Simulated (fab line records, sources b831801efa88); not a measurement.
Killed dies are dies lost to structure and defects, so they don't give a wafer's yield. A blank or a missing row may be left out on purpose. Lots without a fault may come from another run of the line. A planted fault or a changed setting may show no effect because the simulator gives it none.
A struck lot beside a sound one | flow gf180mcu | 15 steps out of a route of 602
Sound: wafers L629.1, L629.2, L629.4. Struck: wafers L636.4, L636.5, L636.6. The cause comes at the end.
At each step with rows: each side's tool, then ch and its chambers, then its first start. Under that, the readings that differ: sound wafers | struck wafers | difference of the means | sigmas: that difference in standard deviations of wafers without a fault.
alike: readings whose means differ by less than 2 such deviations, and words and numbers that are the same on both sides. not compared: withheld readings, readings that some wafer has no value for, bounds like >300 that may hide the same value, and numbers for which the record gives no deviation and whose values overlap.
The two part at a step that has a row with sigmas, a row that says differs or no value, or rows on one side only. Numbers that don't overlap but have no deviation are shown without sigmas and don't part them. A reading that every wafer of one side lacks parts them only if that side has two wafers or more.

first, 5 steps without rows for these wafers: GF_V5_COAT_09 (resist thk 1000 nm); GF_V5_SOFTBAKE_10 (time 60 s); GF_V5_EXPOSE_11 (exposes mask Via5, target cd 260 nm); GF_V5_PEB_12 (peb time 90 s); GF_V5_DEVELOP_13 (develop time 60 s).
GF_V5_CD_MEAS_14: target cd 260 nm.
  sound on cd_sem-01, day 27 10:32; struck on cd_sem-01, day 29 18:06
  alike: cd_nm
GF_V5_OVL_MEAS_15:
  sound on overlay-02, day 27 10:40; struck on overlay-02, day 29 18:10
  alike: V5_OVL
GF_V5_ETCH_16: etches BARC in N2/H2.
  sound on rie_diel-01 ch 0,1,2, day 27 10:41; struck on rie_diel-02 ch 0,3, day 29 18:11
  alike: drypump_motor_current_A, oes_product_au, throttle_valve_pct
GF_V5_ETCH_17: etches SiO2 in C4F8/O2/Ar, stops on TiN, target depth 855 nm.
  sound on rie_diel-01 ch 0,1,2; struck on rie_diel-02 ch 0,3
  alike: oes_product_au
GF_V5_STRIP_18: strips in O2/N2.
  sound on plasma_asher-02 ch 0,1, day 27 10:51; struck on plasma_asher-04 ch 0,1, day 29 18:23
  alike: drypump_motor_current_A, heater_power_w, oes_product_au, platen_temp_c
  not compared: rf_hours_counter_h
then, 2 steps without rows for these wafers: GF_V5_STRIP_19 (strips in post etch residue remover, time 1200 s); GF_V5_CLEAN_20 (cleans in DIW).
GF_V5_SPUTTER_21: material Ti, target thk 15 nm, time 80.02 s.
  sound on pvd_sputter-03, day 27 11:23; struck on pvd_sputter-01, day 29 18:53
  reading                               | sound             | struck            | difference | sigmas
  chamber_pressure_pa (Pa)              | 4.991 5.006 4.992 | 4.576 4.548 4.559 | -0.435     | -47
  model.Ti_of_V5_SPUTTER_21.thk_nm (nm) | 15.13 15.11 15.1  | 16.33 16.2 16.31  | +1.17      |
  alike: throttle_valve_pct
GF_V5_SPUTTER_22: material TiN, target thk 10 nm, time 40 s.
  sound on pvd_sputter-03, day 27 11:27; struck on pvd_sputter-01, day 29 18:56
  alike: chamber_pressure_pa, throttle_valve_pct
GF_PASSIVATION_PROBE_99:
  the record has rows for the sound wafers here (prober-02, day 29 06:19) and none for the struck ones

WHERE THEY PART
First at GF_V5_SPUTTER_21; last, within this record, at GF_PASSIVATION_PROBE_99.

WHY: what the simulator had put in
Process parameter drift: pvd_sputter-01, from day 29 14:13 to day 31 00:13, at GF_V5_SPUTTER_21. Setting chamber_pressure_pa, moved by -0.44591, from 5. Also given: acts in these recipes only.
